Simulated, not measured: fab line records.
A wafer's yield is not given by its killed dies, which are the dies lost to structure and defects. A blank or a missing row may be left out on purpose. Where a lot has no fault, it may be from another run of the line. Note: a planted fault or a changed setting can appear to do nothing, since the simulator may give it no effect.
2 desks, one fault -- flow gf180mcu -- only its own numbers are on each desk; what lay behind them is given at the end

== AT THE METROLOGY DESK ==
What the gauges read for every lot (on any tool): the sampled wafers with a number, averaged. The brackets show how far a lot's mean lies from the usual mean; more than 4 standard deviations puts the lot out of limits, marked OUT.
Columns: A = M3_ALCU_RS at GF_M3_RS_MEAS_05, usual 0.0697 ohm/sq; B = M3_ALCU_THK at GF_M3_THK_MEAS_06, usual 444 nm
lot,first seen here,A,B
L859,day 19 16:35,0.0691,446
L863,day 21 08:39,0.0691,447
L864,day 24 01:06,0.0697,447
L865,day 24 04:43,0.0688,445
L866,day 24 06:02,0.0905 (+23) OUT,375 (-12) OUT
L868,day 24 07:55,0.1069 (+41) OUT,314 (-22) OUT
L871,day 25 01:41,0.1092 (+43) OUT,309 (-23) OUT
L875,day 26 14:46,0.0697,442
L881,day 28 10:13,0.0703,445
L880,day 28 10:34,0.0704,441
This desk reports L866, L868, L871 out of limits; the earliest was L866 at day 24 06:02 (M3_ALCU_RS at GF_M3_RS_MEAS_05). L859, L863, L864, L865, L875, L881, L880 stayed within limits.

== DESK OF THE TOOL OWNER: pvd sputter-02 ==
The tool's own readings at GF_M3_SPUTTER_02 (material AlCu, target thk 450 nm, time 23.9 s): means of the sampled wafers that have a number, for each lot that ran on this tool. The brackets show how far a lot's mean lies from the usual mean; more than 4 standard deviations puts the lot out of limits, marked OUT.
Columns: A = throttle valve pct at GF_M3_SPUTTER_02, usual 29.9 %
lot,first seen here,A
L859,day 19 16:30,29.8
L863,day 21 08:32,29.7
L864,day 24 00:59,29.6
L866,day 24 05:55,29.9
L868,day 24 07:49,29.4
L871,day 25 01:36,29.9
L880,day 28 10:27,29.5
This desk's verdict: no lot among the 7 shows anything out of limits.

== ALL TOGETHER ==
Metrology desk: alarm possible at day 24 06:02 on L866, L868, L871.
The tool owner's desk saw nothing out of limits.
The tool owner's desk has L866, L868, L871 on record, within its limits.
The lots listed all ran GF_M3_SPUTTER_02 on pvd sputter-02.

== WHAT HAD BEEN PUT IN BY THE SIMULATOR ==
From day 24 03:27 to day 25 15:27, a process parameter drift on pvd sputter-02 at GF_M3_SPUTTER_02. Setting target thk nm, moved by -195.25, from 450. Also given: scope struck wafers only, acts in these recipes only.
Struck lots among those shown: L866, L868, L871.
Time in hours between the start of the fault and the first out-of-limits reading at each desk: metrology desk, 3.
